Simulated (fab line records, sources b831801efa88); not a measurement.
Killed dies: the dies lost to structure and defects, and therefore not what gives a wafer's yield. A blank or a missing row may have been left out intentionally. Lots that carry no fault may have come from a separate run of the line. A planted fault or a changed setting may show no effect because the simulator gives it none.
Which of the tools did it? | flow sky130 | 39 wafers from 13 lots sampled at 5 of the route's 708 steps

WHAT THE GAUGES SHOWED, per wafer
SKY_VT_ADJUST_NCORE_TW_MEAS_11.
lot  | measured     | on            | VT_ADJUST_NCORE_TW
L127 | day 8 12:44  | film_metro-03 | 218.4 217.7 219.8
L128 | day 8 19:21  | film_metro-01 | 221.4 222.0 221.2
L129 | day 9 04:16  | film_metro-01 | 222.3 223.5 222.6
L131 | day 9 17:25  | film_metro-01 | 222.3 220.8 221.2
L133 | day 10 09:58 | film_metro-01 | 221.4 221.1 221.3
L134 | day 10 16:35 | film_metro-03 | 219.7 219.8 220.2
L135 | day 10 22:08 | film_metro-03 | 219.3 220.5 219.3
L136 | day 11 03:21 | film_metro-03 | 269.3 267.0 268.3 267.9 268.3 267.5
L137 | day 11 14:22 | film_metro-01 | 272.7 270.0 272.5 272.9 271.4 273.4
L145 | day 13 22:21 | film_metro-03 | 266.8 267.3 267.3 266.7 266.5 268.1
L148 | day 15 06:04 | film_metro-04 | 216.1 216.1 215.2
L149 | day 15 16:31 | film_metro-04 | 216.8 216.2 216.6
L150 | day 15 17:25 | film_metro-03 | 220.7 218.4 219.8

SKY_VT_ADJUST_PCH_OVL_MEAS_07.
lot  | measured     | on         | VT_ADJUST_PCH_OVL (nm)
L127 | day 10 08:16 | overlay-02 | -2.2 -0.8 -2.5
L128 | day 10 15:19 | overlay-02 | 0.7 0.3 -1.6
L129 | day 11 00:28 | overlay-02 | 1.9 2.8 1.7
L131 | day 11 16:04 | overlay-02 | -2.0 -2.0 -1.9
L133 | day 12 09:49 | overlay-02 | 1.6 0.5 2.1
L134 | day 12 18:19 | overlay-01 | 0.7 0.7 1.5
L135 | day 13 00:49 | overlay-01 | 0.5 0.9 0.0
L136 | day 13 04:53 | overlay-02 | -0.6 -0.1 0.9
L137 | day 13 16:50 | overlay-02 | 0.5 -2.2 -1.4
L145 | day 16 02:37 | overlay-01 | 0.3 0.6 2.0
L148 | day 17 14:32 | overlay-01 | 0.7 1.3 2.0
L149 | day 18 00:55 | overlay-01 | -0.1 2.6 0.3
L150 | day 18 03:29 | overlay-02 | 0.6 -0.7 1.3

SKY_VT_ADJUST_PCH_TW_MEAS_10.
lot  | measured     | on            | VT_ADJUST_PCH_TW
L127 | day 10 08:34 | film_metro-04 | 141.7 141.3 141.6
L128 | day 10 15:36 | film_metro-04 | 141.1 141.1 140.7
L129 | day 11 00:46 | film_metro-02 | 140.9 141.0 141.7
L131 | day 11 16:22 | film_metro-04 | 140.7 141.2 140.9
L133 | day 12 10:07 | film_metro-04 | 141.2 141.5 141.2
L134 | day 12 18:36 | film_metro-04 | 140.5 140.3 141.2
L135 | day 13 01:07 | film_metro-04 | 141.3 140.9 141.4
L136 | day 13 05:10 | film_metro-02 | 140.8 140.8 139.9
L137 | day 13 17:07 | film_metro-02 | 141.2 140.4 140.5
L145 | day 16 02:54 | film_metro-02 | 141.4 141.8 142.1
L148 | day 17 14:49 | film_metro-01 | 144.6 144.7 144.9
L149 | day 18 01:12 | film_metro-04 | 141.2 141.5 141.1
L150 | day 18 03:46 | film_metro-04 | 140.7 140.3 140.8

WHAT TOOL EACH LOT RAN ON (gives the tool, then ch and the chambers of the sampled wafers, and finally the start)
lot  | SKY_FIELD_ISO_ETCH_17           | SKY_VT_ADJUST_NCORE_IMPLANT_09
L127 | rie_si-02 ch 0,2, day 2 04:12   | implanter-04 ch 0, day 8 12:29
L128 | rie_si-02 ch 0,1,2, day 2 12:11 | implanter-03 ch 0, day 8 19:07
L129 | rie_si-01 ch 0,1,2, day 2 16:08 | implanter-03 ch 0, day 9 04:01
L131 | rie_si-02 ch 0,1,3, day 3 05:23 | implanter-01 ch 0, day 9 17:10
L133 | rie_si-01 ch 1,2,3, day 3 12:17 | implanter-04 ch 0, day 10 09:43
L134 | rie_si-02 ch 1,2, day 3 16:50   | implanter-03 ch 0, day 10 16:21
L135 | rie_si-02 ch 0,2, day 3 21:59   | implanter-04 ch 0, day 10 21:53
L136 | rie_si-02 ch 0,2,3, day 4 02:56 | implanter-03 ch 0, day 11 02:48
L137 | rie_si-01 ch 0,1, day 4 09:20   | implanter-03 ch 0, day 11 13:45
L145 | rie_si-02 ch 0,2, day 6 02:20   | implanter-01 ch 0, day 13 21:48
L148 | rie_si-02 ch 1,2, day 6 19:20   | implanter-03 ch 0, day 15 05:50
L149 | rie_si-02 ch 2,3, day 7 01:08   | implanter-03 ch 0, day 15 16:17
L150 | rie_si-02 ch 0,1, day 7 04:38   | implanter-01 ch 0, day 15 17:11
- SKY_FIELD_ISO_ETCH_17: etches Si in HBr/Cl2/O2, target depth 342 nm, time 97.7 s.
- SKY_VT_ADJUST_NCORE_IMPLANT_09

AS READ BY THE TOOLS THEMSELVES (means over the sampled wafers that have a number; for cases with no such wafer, the mark the record gives instead)
SKY_FIELD_ISO_ETCH_17.
lot  | tool      | bias_w (W) | drypump_motor_current_A (A) | oes_product_au (a.u.) | throttle_valve_pct (%)
L127 | rie_si-02 | 149.6      | 5.75                        | 1.014                 | 25.650
L128 | rie_si-02 | 149.8      | 5.76                        | 0.996                 | 25.659
L129 | rie_si-01 | 149.9      | 5.64                        | 1.012                 | 25.647
L131 | rie_si-02 | 150.2      | 5.81                        | 0.999                 | 25.667
L133 | rie_si-01 | 150.0      | 5.40                        | 1.002                 | 25.651
L134 | rie_si-02 | 149.6      | 5.93                        | 1.000                 | 25.654
L135 | rie_si-02 | 150.2      | 5.77                        | 1.014                 | 25.642
L136 | rie_si-02 | 149.9      | 5.82                        | 1.011                 | 25.649
L137 | rie_si-01 | 150.4      | 5.76                        | 1.015                 | 25.646
L145 | rie_si-02 | 150.2      | 5.75                        | 1.002                 | 25.655
L148 | rie_si-02 | 150.3      | 5.95                        | 0.995                 | 25.671
L149 | rie_si-02 | 150.2      | 6.04                        | 1.004                 | 25.656
L150 | rie_si-02 | 150.4      | 5.57                        | 0.996                 | 25.657

THE ANSWER, worked out from the rows above alone
Rule: what is usual is taken from the lots themselves. Put in order of their means at a reading, lots are off if they are a third of the lots or fewer, leave a main group of 4 or more, and stand apart from it by a gap of 3 or more times the standard deviation of the main group's means; of several such gaps the widest counts. The tables above print the reading to a certain number of digits; a main group whose means all agree to those digits is not used. A lot without any number at a reading at which 4 lots or more have one is off too. All remaining lots with rows at the step are treated as sound. Order of review: gauges by route order, followed by the tools' own readings, for which a lot's mean as printed above is used. The first step at which some lot is off is used, and at that step the reading that is off furthest; a lot without a number counts as furthest.
Off: L136, L137, L145, at SKY_VT_ADJUST_NCORE_TW_MEAS_11 (VT_ADJUST_NCORE_TW). Main group: mean 219.7, sd 2.1.
A tool fits if, at a process step before that reading, it ran every lot that is off, and no sound lot after the first of them. Those tools and the gauges at SKY_VT_ADJUST_NCORE_TW_MEAS_11 are tried in the same way. None of those tried fits.

WHAT THE SIMULATOR PUT IN
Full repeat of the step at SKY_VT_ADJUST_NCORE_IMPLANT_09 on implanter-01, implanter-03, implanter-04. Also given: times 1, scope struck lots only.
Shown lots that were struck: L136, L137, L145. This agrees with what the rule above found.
